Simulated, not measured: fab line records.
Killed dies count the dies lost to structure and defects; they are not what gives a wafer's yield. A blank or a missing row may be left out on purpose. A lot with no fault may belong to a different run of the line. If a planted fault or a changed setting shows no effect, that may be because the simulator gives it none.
Which of the tools did it? + flow sfq_line + at 1 step of a route of 325, 13 lots with 39 wafers sampled

== WHAT THE GAUGES READ, wafer by wafer ==
SFQ_M1_OVL_MEAS_911.
| lot  | measured     | on         | M1_OVL (nm) |
|------|--------------|------------|-------------|
| L275 | day 22 01:20 | overlay-01 | 14 8 1      |
| L278 | day 24 20:08 | overlay-02 | 9 8 2       |
| L287 | day 28 05:59 | overlay-02 | -6 -3 7     |
| L288 | day 28 14:23 | overlay-01 | 6 -3 4      |
| L289 | day 29 08:23 | overlay-02 | 2 12 9      |
| L290 | day 29 15:35 | overlay-02 | 4 -5 7      |
| L291 | day 30 12:07 | overlay-01 | 2 12 0      |
| L292 | day 31 09:49 | overlay-01 | 10 -2 5     |
| L293 | day 31 19:25 | overlay-01 | 1 -3 5      |
| L294 | day 32 11:09 | overlay-01 | 7 2 8       |
| L295 | day 32 15:57 | overlay-01 | -8 -6 -7    |
| L297 | day 33 06:22 | overlay-02 | 3 9 -3      |
| L298 | day 33 12:21 | overlay-02 | 8 10 7      |

== WHICH TOOL RAN EACH LOT (tool, then ch and the chambers of the sampled wafers, then the start) ==
The record shows no process step preceding these readings.

== AS READ BY THE TOOLS THEMSELVES (means over the sampled wafers that have a number; for cases with no such wafer, the mark the record gives instead) ==
The record holds no such reading with a usual standard deviation.

== THE ANSWER, worked out from the rows above alone ==
Rule: what is usual is taken from the lots themselves. The widest of any qualifying gaps counts: lots, ordered by their means at a reading, are off when they make up no more than a third of the lots, leave a main group of 4 or more, and stand apart from it by 3 or more times the standard deviation of that group's means. The tables above print the reading to a certain number of digits; a main group whose means all agree to those digits is not used. Also off: a lot with no number at a reading for which 4 or more lots have one. Any other lot the step has rows for is counted as sound. After the gauges, taken in route order, come the tools' own readings; for these a lot's mean is taken, as printed above. The first step at which some lot is off is used, and at that step the reading that is off furthest; a lot without a number counts as furthest.
No lot is off on any of the readings shown, so nothing can be concluded from this.

== WHAT THE SIMULATOR PUT IN ==
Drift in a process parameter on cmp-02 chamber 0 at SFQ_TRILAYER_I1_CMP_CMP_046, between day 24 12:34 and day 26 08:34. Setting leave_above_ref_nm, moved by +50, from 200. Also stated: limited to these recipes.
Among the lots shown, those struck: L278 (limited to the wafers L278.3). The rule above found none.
